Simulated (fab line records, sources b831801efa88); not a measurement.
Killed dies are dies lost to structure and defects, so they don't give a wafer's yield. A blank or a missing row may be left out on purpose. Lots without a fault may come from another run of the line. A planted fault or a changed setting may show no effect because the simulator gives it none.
One fault seen from 2 desks | flow gf180mcu | each desk has only its own numbers; what lay behind them comes last

THE METROLOGY DESK
What the gauges read, lot by lot, whatever tool the lot ran on: means of the sampled wafers that have a number. A lot is out of limits, marked OUT, if its mean lies more than 4 standard deviations from the usual mean; the brackets give that distance.
Columns: A = cd_nm at GF_V1_CD_MEAS_14, usual 259.9 nm; B = V1_OVL at GF_V1_OVL_MEAS_15, usual 1 nm
lot  | first seen here | A     | B
L384 | day 17 23:38    | 261.1 | -3
L385 | day 18 10:39    | 257.8 | -8
L389 | day 20 01:28    | 262.4 | -5
L391 | day 20 20:52    | 260.3 | 11
L392 | day 21 06:47    | 261.3 | -7
L394 | day 22 00:17    | 260.8 | 1
L395 | day 22 12:05    | 259.9 | 8
L396 | day 22 15:50    | 259.8 | 12
L397 | day 22 22:31    | 260.4 | -2
L400 | day 24 01:01    | 260.2 | 5
L401 | day 24 09:47    | 259.4 | -3
L402 | day 24 21:28    | 258.8 | -4
L406 | day 25 19:29    | 261.0 | -4
L407 | day 26 03:17    | 260.2 | -2
This desk's finding: nothing out of limits on any of the 14 lots.

THE TOOL OWNER'S DESK: implanter-04
The tool's own readings at GF_HV_LDD_IMPLANT_35: means of the sampled wafers that have a number, for each lot that ran on this tool. A lot is out of limits, marked OUT, if its mean lies more than 4 standard deviations from the usual mean; the brackets give that distance.
Columns: A = dose_ions_cm2 at GF_HV_LDD_IMPLANT_35, usual 7.5e+12; B = end_station_pressure_torr at GF_HV_LDD_IMPLANT_35, usual 5.05e-06 Torr
lot  | first seen here | A                 | B
L384 | day 11 12:26    | 7.5e+12           | 5.20e-06
L385 | day 11 20:20    | 7.5e+12           | 5.04e-06
L389 | day 13 04:44    | 7.5e+12           | 4.78e-06
L395 | day 15 05:02    | 7.5e+12           | 5.18e-06
L400 | day 16 20:37    | 7.9e+12 (+48) OUT | 5.05e-06
L402 | day 17 16:32    | 7.9e+12 (+48) OUT | 5.15e-06
This desk's finding: out of limits on L400, L402; first on L400, day 16 20:37 (dose_ions_cm2 at GF_HV_LDD_IMPLANT_35). In limits: L384, L385, L389, L395.

PUT TOGETHER
The tool owner's desk could have raised an alarm at day 16 20:37, on L400, L402.
The metrology desk saw nothing out of limits.
The metrology desk has L400, L402 on record, within its limits.
Of the lots named, all ran GF_HV_LDD_IMPLANT_35 on implanter-04.

WHAT THE SIMULATOR HAD PUT IN
Process parameter drift: implanter-04, from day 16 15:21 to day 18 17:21, at GF_HV_LDD_IMPLANT_35. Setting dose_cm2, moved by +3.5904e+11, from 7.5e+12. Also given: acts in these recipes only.
Lots struck among those shown: L400, L402.
Hours from the fault's start to each desk's first reading out of limits: the tool owner's desk, 5.
